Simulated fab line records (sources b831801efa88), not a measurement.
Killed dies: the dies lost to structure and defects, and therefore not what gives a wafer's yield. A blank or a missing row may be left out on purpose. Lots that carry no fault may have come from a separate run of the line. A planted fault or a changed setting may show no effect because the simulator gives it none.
A struck lot beside a sound one	flow gf180mcu	14 steps out of a route of 602
Sound: the wafers L506.1, L506.2, L506.6. Wafers L515.1, L515.3, L515.4 were the ones struck. At the end, the cause is stated.
Order at every step that has rows: each side's tool, ch and its chambers, its first start. Under that, the readings that differ: sound wafers	struck wafers	difference of the means	sigmas: that difference in standard deviations of wafers without a fault.
alike: a reading whose means differ by less than 2 such deviations, as well as words and numbers matching on both sides. not compared: withheld readings; readings where some wafer has no value; bounds like >300 that might hide an equal value; numbers whose values overlap and for which the record gives no deviation.
Wherever a step has rows on one side only, a row that says differs or no value, or a row with sigmas, the two part there. Numbers that don't overlap but have no deviation are shown without sigmas and don't part them. A reading missing from all wafers of one side parts the sides only when that side holds two or more wafers.

GF_MIM_SPUTTER_04: material TiN, target thk 50 nm, time 41.7 s.
  sound on pvd sputter-02 at day 24 20:14; struck on pvd sputter-03 at day 28 01:01
  alike: throttle valve pct
GF_MIM_CVD_05: deposits Si3N4, target thk 42 nm, time 29.086 s.
  sound on pecvd-02 ch 0,1,2, day 24 20:17; struck on pecvd-02 ch 0,1,2, day 28 01:03
  alike: heater power w
  not compared: since wet clean h
GF_MIM_THK_MEAS_06:
  sound on film metro-03 at day 24 20:19; struck on film metro-02 at day 28 01:05
  alike: MIM_CVD_05_THK
GF_MIM_SPUTTER_07: material TiN, target thk 60 nm, time 50 s.
  sound on pvd sputter-04 at day 24 20:23; struck on pvd sputter-04 at day 28 01:08
  alike: throttle valve pct
GF_MIM_SPUTTER_08: material AlCu, target thk 200 nm, time 10.6 s.
  sound on pvd sputter-04 at day 24 20:25; struck on pvd sputter-04 at day 28 01:11
  alike: throttle valve pct
GF_MIM_SPUTTER_09: material TiN, target thk 35 nm, time 29.2 s.
  sound on pvd sputter-04 at day 24 20:26; struck on pvd sputter-04 at day 28 01:13
  alike: throttle valve pct
GF_MIM_RS_MEAS_10: uses a four-point probe to measure.
  sound on film metro-01 at day 24 20:29; struck on film metro-01 at day 28 01:14
  alike: MIM_ALCU_RS
GF_MIM_THK_MEAS_11: measures by xrf.
  sound on film metro-01 at day 24 20:36; struck on film metro-01 at day 28 01:22
  alike: MIM_ALCU_THK
then, 4 steps without rows for these wafers: GF_MIM_DEHYDRATE_12 (time 60 s); GF_MIM_HMDS_13 (prime time 60 s); GF_MIM_COAT_14 (resist thk 1000 nm); GF_MIM_SOFTBAKE_15 (time 60 s).
GF_MIM_EXPOSE_16: exposes mask FuseTop, target cd 2000 nm.
  sound on iline stepper-02 ch 0, day 25 07:20; struck on iline stepper-02, day 28 10:38
  no value came back on the struck wafers for exposure dose mJ cm2, focus offset nm (nm), reticle temp C (C); on the sound wafers exposure dose mJ cm2 reads 142.64 142.54 142.47
  alike: mask
following that, these wafers have no rows for 1 step: GF_MIM_PEB_17.

## WHERE THEY PART
Only at GF_MIM_EXPOSE_16, as far as this record shows.

WHY: whatever the simulator had introduced
Entire step skipped (iline stepper-02, GF_MIM_EXPOSE_16), from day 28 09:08 onward. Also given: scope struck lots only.
